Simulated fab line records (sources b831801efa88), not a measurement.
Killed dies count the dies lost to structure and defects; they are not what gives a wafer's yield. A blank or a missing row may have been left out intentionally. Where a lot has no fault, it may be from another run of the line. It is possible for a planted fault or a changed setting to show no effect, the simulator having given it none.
Which tool did it? | flow sky130 | 6 lots, 18 wafers sampled, at 2 steps of a route of 708

== WHAT THE GAUGES READ, wafer by wafer ==
SKY_SD_N_RS_MEAS_16: measurement is done with a four-point probe.
lot  | measured     | on            | SD_N_RS (ohm/sq)
L839 | day 29 11:14 | film-metro-04 | 68.55 68.52 68.62
L844 | day 31 00:25 | film-metro-01 | 71.43 71.29 71.47
L851 | day 33 11:49 | film-metro-01 | 68.55 68.40 68.59
L853 | day 34 05:41 | film-metro-04 | 68.56 68.60 68.80
L856 | day 34 21:29 | film-metro-03 | 68.52 68.57 68.47
L858 | day 35 13:20 | film-metro-03 | 68.45 68.50 68.58

== EACH LOT AND THE TOOL THAT RAN IT (in order: tool; ch and the chambers of the sampled wafers; start) ==
lot  | SKY_SD_N_RTA_14
L839 | rtp-anneal-02 ch 0, day 29 11:02
L844 | rtp-anneal-01 ch 0, day 31 00:14
L851 | rtp-anneal-02 ch 0, day 33 11:38
L853 | rtp-anneal-01 ch 0, day 34 05:31
L856 | rtp-anneal-02 ch 0, day 34 21:18
L858 | rtp-anneal-02 ch 0, day 35 13:09
- SKY_SD_N_RTA_14: time 2 s.

== THE ANSWER, worked out from the rows above alone ==
Rule: the lots themselves supply what counts as usual. The widest of any qualifying gaps counts: lots, ordered by their means at a reading, are off when they make up no more than a third of the lots, leave a main group of 4 or more, and stand apart from it by 3 or more times the standard deviation of that group's means. A main group is skipped when, at the precision printed for the reading in the tables above, its means are all equal. A lot without any number at a reading at which 4 lots or more have one is off too. Any other lot the step has rows for is counted as sound.
Off: L844, at SKY_SD_N_RS_MEAS_16 (SD_N_RS). The main group has a mean of 68.55 ohm/sq with a standard deviation of 0.054.
If a tool, at a process step before that reading, ran all the lots that are off and no sound lot after the first of them, it fits. Gauges at SKY_SD_N_RS_MEAS_16: tried the same way as those tools. None of those tried fits.

== WHAT THE SIMULATOR PUT IN ==
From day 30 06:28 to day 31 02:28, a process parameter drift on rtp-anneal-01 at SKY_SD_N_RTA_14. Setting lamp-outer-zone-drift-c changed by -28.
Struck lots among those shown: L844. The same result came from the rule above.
